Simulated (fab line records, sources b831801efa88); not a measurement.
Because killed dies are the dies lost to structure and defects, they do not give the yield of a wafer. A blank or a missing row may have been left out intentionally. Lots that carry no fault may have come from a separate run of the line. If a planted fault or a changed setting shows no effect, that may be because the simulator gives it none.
What tool caused it? ; flow sky130 ; 45 wafers from 15 lots sampled at 2 of the route's 708 steps

== WHAT THE GAUGES SHOWED, per wafer ==
No reading from a measuring or inspecting step in the record can be judged against a usual standard deviation.

== WHICH TOOL RAN EACH LOT (tool, then ch and the chambers of the sampled wafers, then the start) ==
lot;SKY_LDD_N_COAT_02;SKY_LDD_N_STRIP_16
L802;litho-track-04 ch 0, day 17 07:29;plasma-asher-03 ch 0,1, day 17 23:01
L804;litho-track-02 ch 0, day 18 00:05;plasma-asher-03 ch 0,1, day 18 16:16
L805;litho-track-02 ch 0, day 18 09:04;plasma-asher-03 ch 1, day 19 00:52
L806;litho-track-02 ch 0, day 18 13:08;plasma-asher-03 ch 0,1, day 19 05:25
L807;litho-track-02 ch 0, day 18 20:41;plasma-asher-03 ch 0,1, day 19 13:37
L815;litho-track-02 ch 0, day 21 18:38;plasma-asher-01 ch 0,1, day 22 11:55
L816;litho-track-02 ch 0, day 22 08:11;plasma-asher-02 ch 0,1, day 23 03:27
L817;litho-track-03 ch 0, day 22 16:02;plasma-asher-03 ch 0,1, day 23 08:31
L818;litho-track-04 ch 0, day 23 05:08;plasma-asher-03 ch 1, day 23 21:22
L819;litho-track-02 ch 0, day 23 06:59;plasma-asher-01 ch 0,1, day 23 23:37
L820;litho-track-02 ch 0, day 23 11:43;plasma-asher-01 ch 0,1, day 24 04:07
L821;litho-track-03 ch 0, day 23 23:29;plasma-asher-02 ch 0,1, day 24 15:58
L822;litho-track-04 ch 0, day 24 07:02;plasma-asher-03 ch 0,1, day 24 22:58
L824;litho-track-02 ch 0, day 25 07:43;plasma-asher-01 ch 0,1, day 25 23:10
L825;litho-track-03 ch 0, day 25 13:08;plasma-asher-01 ch 0,1, day 26 04:58
- SKY_LDD_N_COAT_02: resist thk 300 nm.
- SKY_LDD_N_STRIP_16: strips in O2/N2.

== WHAT THE TOOLS THEMSELVES READ (means of the sampled wafers that have a number; where no wafer has one, the mark that the record gives instead) ==
SKY_LDD_N_COAT_02.
lot;tool;spin-speed-rpm (rpm)
L802;litho-track-04;2998.7
L804;litho-track-02;2998.1
L805;litho-track-02;2932.5
L806;litho-track-02;2932.2
L807;litho-track-02;2930.4
L815;litho-track-02;2999.8
L816;litho-track-02;3000.3
L817;litho-track-03;2999.6
L818;litho-track-04;2999.2
L819;litho-track-02;2999.6
L820;litho-track-02;2999.0
L821;litho-track-03;3001.3
L822;litho-track-04;2998.4
L824;litho-track-02;2998.9
L825;litho-track-03;2998.6

SKY_LDD_N_STRIP_16.
lot;tool;drypump-motor-current-A (A);n2-flow-sccm (sccm);oes-product-au (a.u.);strip-time-to-endpoint-s (s)
L802;plasma-asher-03;5.9;299.8;0.402;4.317
L804;plasma-asher-03;5.6;300.8;0.411;4.321
L805;plasma-asher-03;6.3;300.0;0.413;4.399
L806;plasma-asher-03;5.9;299.9;0.408;4.371
L807;plasma-asher-03;5.6;300.7;0.406;4.380
L815;plasma-asher-01;5.9;299.6;0.406;4.340
L816;plasma-asher-02;5.8;300.5;0.412;4.345
L817;plasma-asher-03;5.9;299.5;0.408;4.325
L818;plasma-asher-03;6.3;299.2;0.410;4.316
L819;plasma-asher-01;5.7;298.9;0.404;4.339
L820;plasma-asher-01;5.9;299.9;0.412;4.338
L821;plasma-asher-02;5.7;300.7;0.405;4.317
L822;plasma-asher-03;5.9;301.3;0.404;4.320
L824;plasma-asher-01;5.7;300.5;0.406;4.344
L825;plasma-asher-01;5.7;300.2;0.408;4.294

== THE ANSWER, worked out from the rows above alone ==
Rule: the usual values come from the lots themselves. Put in order of their means at a reading, lots are off if they are a third of the lots or fewer, leave a main group of 4 or more, and stand apart from it by a gap of 3 or more times the standard deviation of the main group's means; of several such gaps the widest counts. Not used: any main group whose means are identical at the precision the tables above print for the reading. Also off: a lot with no number at a reading for which 4 or more lots have one. Where the step has rows for the other lots, those lots are counted as sound. Order of review: gauges by route order, followed by the tools' own readings, for which a lot's mean as printed above is used. The first step at which some lot is off is used, and at that step the reading that is off furthest; a lot without a number counts as furthest.
Off, at SKY_LDD_N_COAT_02 on spin-speed-rpm: L805, L806, L807. Mean 2999.3 rpm and standard deviation 0.86 in the main group.
If a tool, at that step or one of the process steps before it, ran each lot that is off and ran no sound lot following the first of them, it fits. None of those tried fits.

== WHAT THE SIMULATOR HAD INSERTED ==
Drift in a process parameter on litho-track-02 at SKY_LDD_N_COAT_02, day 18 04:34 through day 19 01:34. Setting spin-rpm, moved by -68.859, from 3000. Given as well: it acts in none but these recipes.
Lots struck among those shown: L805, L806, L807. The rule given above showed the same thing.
